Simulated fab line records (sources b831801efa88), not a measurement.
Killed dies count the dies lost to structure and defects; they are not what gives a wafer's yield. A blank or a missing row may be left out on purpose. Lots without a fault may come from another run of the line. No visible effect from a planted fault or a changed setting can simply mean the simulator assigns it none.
Split-lot experiment -- flow gf180mcu -- 23 wafers read across 5 lots, on a route 602 steps long

THE SPLIT
At GF_HV_LDD_DEVELOP_30 (develop time 60 s), the setting develop-time-s was moved away from the recipe's 60 s on 8 of the 23 wafers read, by -12.0% to -6.2%. All remaining wafers had this setting at the recipe value.

There is no step in the file separating the split from the reading.

THE READING
cd-nm at GF_HV_LDD_CD_MEAS_31, given in nm (cd target 400 nm). A value of 399.6 nm with a standard deviation of 2.4 nm is what fault-free wafers of this fab line usually give.

wafer,"tool, chamber at the split","develop-time-s as run, s",against the recipe,"cd-nm, nm",against lot-mates on the recipe
L076.3,"litho-track-01, 0",60,recipe,398.2,-
L076.4,"litho-track-01, 0",60,recipe,400.7,-
L076.6,"litho-track-01, 0",60,recipe,398.9,-
L075.1,"litho-track-03, 0",60,recipe,402.2,-
L075.3,"litho-track-03, 0",56.28,-6.2%,396.2,-6.1
L075.4,"litho-track-03, 0",56.28,-6.2%,394.1,-8.2
L075.5,"litho-track-03, 0",60,recipe,403.3,-
L075.6,"litho-track-03, 0",60,recipe,401.5,-
L079.2,"litho-track-04, 0",53.78,-10.4%,390.4,-9.0
L079.3,"litho-track-04, 0",60,recipe,399.3,-
L079.4,"litho-track-04, 0",53.78,-10.4%,389.4,-10.0
L079.5,"litho-track-04, 0",60,recipe,399.4,-
L079.6,"litho-track-04, 0",53.78,-10.4%,388.7,-10.7
L083.1,"litho-track-03, 0",60,recipe,400.3,-
L083.2,"litho-track-03, 0",60,recipe,399.6,-
L083.3,"litho-track-03, 0",60,recipe,399.8,-
L083.5,"litho-track-03, 0",60,recipe,399.5,-
L083.6,"litho-track-03, 0",60,recipe,398.9,-
L084.1,"litho-track-04, 0",60,recipe,399.1,-
L084.2,"litho-track-04, 0",60,recipe,399.4,-
L084.3,"litho-track-04, 0",52.77,-12.0%,388.2,-11.1
L084.4,"litho-track-04, 0",52.77,-12.0%,386.4,-12.9
L084.6,"litho-track-04, 0",52.77,-12.0%,388.6,-10.6

THE FIT
A straight line over all 23 wafers: cd-nm changes by +1 nm for each +1% of develop-time-s; r = +0.97; the points scatter about the line by 1.3 nm.
The same after taking each lot's own level away (the mean of its wafers on the recipe; 23 wafers): +0.966 nm for each +1%; r = +0.99; scatter 0.85 nm.
On that fit, the largest move of develop-time-s shifts the reading by 12 nm.
From 399.25 to 402.33 nm: that is the span of the lots' own levels, equal to 1.3 times the standard deviation above.
Consequently the slope shifts little with the lot-to-lot level, the two slopes agreeing.
Check: with one of the wafers moved furthest among these (-12.0%) left out of the fit, the line predicts -11.8 nm for it against its lot-mates. Against them it came out at -11.1 nm.

THESE WAFERS: OTHER SPLITS
These wafers also went through other splits before the reading. Each is held against what the fit with the lots' levels taken away leaves over:
other split on the same wafers,wafers away from the commonest value,r with cd-nm (lot level and that fit taken away)
GF_VT_IMPLANT_STRIP_31 pressure-mtorr,5,+0.11
GF_POLY_GATE_COAT_05 resist-thk-nm,10,-0.32
GF_POLY_GATE_ETCH_13 over-etch-frac,8,-0.13

THE FILE'S OWN FIT
cd-nm changes by +0.977 nm for each +1% of develop-time-s, r = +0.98.
